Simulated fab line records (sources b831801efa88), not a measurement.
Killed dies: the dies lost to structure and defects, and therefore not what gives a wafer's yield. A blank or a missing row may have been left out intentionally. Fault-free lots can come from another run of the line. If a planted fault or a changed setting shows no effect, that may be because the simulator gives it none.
Which of the tools did it?    flow gf180mcu    Sampling: 14 lots, 42 wafers, 3 of 602 route steps

WHAT THE GAUGES READ, wafer by wafer
GF_SAB_CD_MEAS_09 targets a cd of 420 nm. Usual: cd nm reads 420.3 nm (standard deviation 2.3).
lot   measured      on         cd nm (nm)         flag
L930  day 16 19:25  cd sem-01  423.7 424.0 421.3  
L931  day 17 04:19  cd sem-01  418.4 420.9 418.9  
L932  day 17 15:37  cd sem-01  421.2 421.1 424.1  
L933  day 18 00:47  cd sem-02  419.2 418.6 421.0  
L935  day 18 12:51  cd sem-01  419.2 420.6 422.0  
L940  day 20 09:23  cd sem-01  422.4 422.3 422.7  
L941  day 20 19:26  cd sem-01  421.7 418.4 420.9  
L943  day 21 09:12  cd sem-02  419.3 420.5 420.9  
L944  day 21 20:25  cd sem-02  419.5 420.4 421.2  
L945  day 22 04:47  cd sem-01  419.9 421.2 418.8  
L946  day 22 12:06  cd sem-02  416.6 418.2 417.6  
L947  day 22 20:40  cd sem-01  416.8 416.4 418.4  
L948  day 23 03:21  cd sem-01  419.6 417.6 419.7  
L949  day 23 11:01  cd sem-02  419.3 417.5 420.5  

GF_CONTACT_THK_MEAS_01. Usual: CONTACT_CVD_00_THK gives 300 nm (standard deviation 3.4).
lot   measured      on             CONTACT_CVD_00_THK (nm)  flag
L930  day 16 20:29  film metro-01  300 306 304              
L931  day 17 05:26  film metro-01  303 296 306              
L932  day 17 16:41  film metro-02  297 299 301              
L933  day 18 01:52  film metro-02  299 303 301              
L935  day 18 13:59  film metro-02  303 301 306              
L940  day 20 10:28  film metro-02  300 300 299              
L941  day 20 20:30  film metro-03  302 299 305              
L943  day 21 10:15  film metro-01  298 297 298              
L944  day 21 21:29  film metro-03  298 299 301              
L945  day 22 05:50  film metro-02  297 300 299              
L946  day 22 13:11  film metro-02  293 298 296              
L947  day 22 21:45  film metro-02  293 297 295              
L948  day 23 04:25  film metro-01  302 299 298              
L949  day 24 02:27  film metro-02  299 301 304              

TOOL THAT RAN EACH LOT (tool first, then ch and the chambers of the sampled wafers, then the start)
lot   GF_HV_LDD_IMPLANT_48
L930  implanter-01 ch 0, day 13 22:25
L931  implanter-01 ch 0, day 14 04:26
L932  implanter-01 ch 0, day 14 14:46
L933  implanter-01 ch 0, day 15 01:29
L935  implanter-04 ch 0, day 15 09:56
L940  implanter-02 ch 0, day 17 05:35
L941  implanter-04 ch 0, day 17 14:17
L943  implanter-04 ch 0, day 18 04:32
L944  implanter-02 ch 0, day 18 15:59
L945  implanter-04 ch 0, day 18 23:49
L946  implanter-02 ch 0, day 19 08:06
L947  implanter-01 ch 0, day 19 15:56
L948  implanter-02 ch 0, day 19 23:19
L949  implanter-01 ch 0, day 20 07:33
- GF_HV_LDD_IMPLANT_48

WHAT THE TOOLS THEMSELVES READ (means of the sampled wafers that have a number; where no wafer has one, the mark that the record gives instead)
GF_HV_LDD_IMPLANT_48. Usual: beam energy keV 25.000, standard deviation 0.0079; dose ions cm2 3e+13, standard deviation 3.1e+10; faraday current uA 169, standard deviation 3.4; tilt deg 7.002 degrees, standard deviation 0.021.
lot   tool          beam energy keV  dose ions cm2  faraday current uA  tilt deg (degrees)  flag
L930  implanter-01  24.995           3e+13          169                 7.000               
L931  implanter-01  24.991           3e+13          152                 7.031               OFF
L932  implanter-01  24.994           3e+13          152                 7.006               OFF
L933  implanter-01  25.002           3e+13          150                 6.992               OFF
L935  implanter-04  24.994           3e+13          168                 7.001               
L940  implanter-02  24.996           3e+13          172                 7.004               
L941  implanter-04  24.994           3e+13          170                 6.986               
L943  implanter-04  25.001           3e+13          171                 7.001               
L944  implanter-02  24.992           3e+13          168                 7.013               
L945  implanter-04  24.991           3e+13          169                 7.024               
L946  implanter-02  25.001           3e+13          166                 6.998               
L947  implanter-01  25.005           3e+13          167                 6.992               
L948  implanter-02  25.009           3e+13          169                 7.002               
L949  implanter-01  25.003           3e+13          169                 7.018               

THE ANSWER, worked out from the rows above alone
Rule: a lot counts as off when the mean over its wafers that have a number is more than 3 standard deviations away from the usual mean. A lot without any number at a reading at which 4 lots or more have one is off too. All remaining lots with rows at the step are treated as sound. After the gauges, taken in route order, come the tools' own readings; for these a lot's mean is taken, as printed above. At the first step where some lot is off, the reading lying furthest off is the one used; lots without a number count as furthest.
Off, at GF_HV_LDD_IMPLANT_48 on faraday current uA: L931, L932, L933.
A tool fits if, at that step or a process step before it, it ran every lot that is off, and no sound lot after the first of them. Not one of the candidates tried fits.

WHAT THE SIMULATOR PUT IN
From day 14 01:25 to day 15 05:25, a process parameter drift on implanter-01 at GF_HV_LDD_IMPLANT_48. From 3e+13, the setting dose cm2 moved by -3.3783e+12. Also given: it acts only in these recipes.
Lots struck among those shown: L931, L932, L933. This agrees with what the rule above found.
